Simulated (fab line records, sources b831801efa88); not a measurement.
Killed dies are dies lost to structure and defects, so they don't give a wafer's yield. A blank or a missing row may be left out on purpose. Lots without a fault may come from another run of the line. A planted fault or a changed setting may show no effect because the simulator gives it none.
Chamber matching | flow sky130 | SKY_FIELD_ISO_ETCH_17 on rie_si-01: 4 sister chambers
The step etches Si in HBr/Cl2/O2, target depth 342 nm, time 97.7 s. 16 wafers are shown with their chamber, then 8 later ones without.

WAFERS WITH THEIR CHAMBER
wafer  | chamber | drypump_motor_current_A (A) | oes_product_au (a.u.) | chamber_pressure_mTorr (mTorr)
L882.1 | 1       | 5.6                         | 1.009                 | 14.984
L882.4 | 3       | 6.1                         | 1.008                 | 14.993
L882.6 | 0       | 5.9                         | 1.004                 | 15.018
L888.1 | 2       | 5.8                         | 0.996                 | 15.022
L888.5 | 3       | 6.2                         | 1.019                 | 14.981
L888.6 | 2       | 5.8                         | 1.005                 | 14.999
L890.1 | 3       | 6.1                         | 1.007                 | 14.992
L890.2 | 0       | 6.0                         | 1.004                 | 15.008
L890.5 | 1       | 5.7                         | 1.001                 | 14.993
L891.1 | 0       | 5.9                         | 1.002                 | 15.003
L891.5 | 1       | 5.6                         | 0.997                 | 15.002
L891.6 | 2       | 5.8                         | 1.006                 | 15.004
L893.1 | 1       | 5.6                         | 0.997                 | 15.004
L893.3 | 0       | 5.9                         | 0.984                 | 15.015
L893.5 | 2       | 5.8                         | 1.007                 | 14.973
L894.3 | 3       | 6.1                         | 1.015                 | 15.008

SIGNATURES (means of the wafers above)
reading                 | chamber 0 | chamber 1 | chamber 2 | chamber 3 | scatter within a chamber
drypump_motor_current_A | 5.925     | 5.625     | 5.800     | 6.125     | 0.0433
oes_product_au          | 0.99850   | 1.00100   | 1.00350   | 1.01225   | 0.0068
chamber_pressure_mTorr  | 15.01100  | 14.99575  | 14.99950  | 14.99350  | 0.0129
Rule: a wafer's distance from a chamber is the root of the sum, over the readings, of the square of ((its reading less the chamber's mean) divided by the reading's scatter). The wafer belongs to the nearest chamber; if the next one is less than 2 further off, it can't be placed. The scatter: the root of (the sum of the squares of (reading less its chamber's mean) over the shown wafers, divided by (wafers less chambers)).

WAFERS WITHOUT THEIR CHAMBER
wafer  | drypump_motor_current_A (A) | oes_product_au (a.u.) | chamber_pressure_mTorr (mTorr)
L894.4 | 5.9                         | 1.005                 | 14.989
L894.5 | 5.6                         | 0.991                 | 15.004
L895.1 | 5.9                         | 1.009                 | 14.989
L895.4 | 5.8                         | 1.001                 | 15.010
L895.6 | 6.1                         | 1.011                 | 15.001
L898.2 | 5.8                         | 1.012                 | 15.009
L898.3 | 6.2                         | 1.020                 | 14.991
L898.5 | 5.8                         | 0.988                 | 14.976

WHICH CHAMBER EACH WENT THROUGH
wafer  | from the rows above          | in truth
L894.4 | can't be placed: 0 or 2      | 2
L894.5 | 1                            | 1
L895.1 | can't be placed: 0 or 2      | 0
L895.4 | 2                            | 2
L895.6 | 3                            | 3
L898.2 | 2                            | 2
L898.3 | 3                            | 3
L898.5 | can't be placed: 2 or 0 or 1 | 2
Placed correctly: 5 of 8. Can't be placed from these rows: 3 (the true chamber is among the candidates in 3). Placed wrongly: 0.
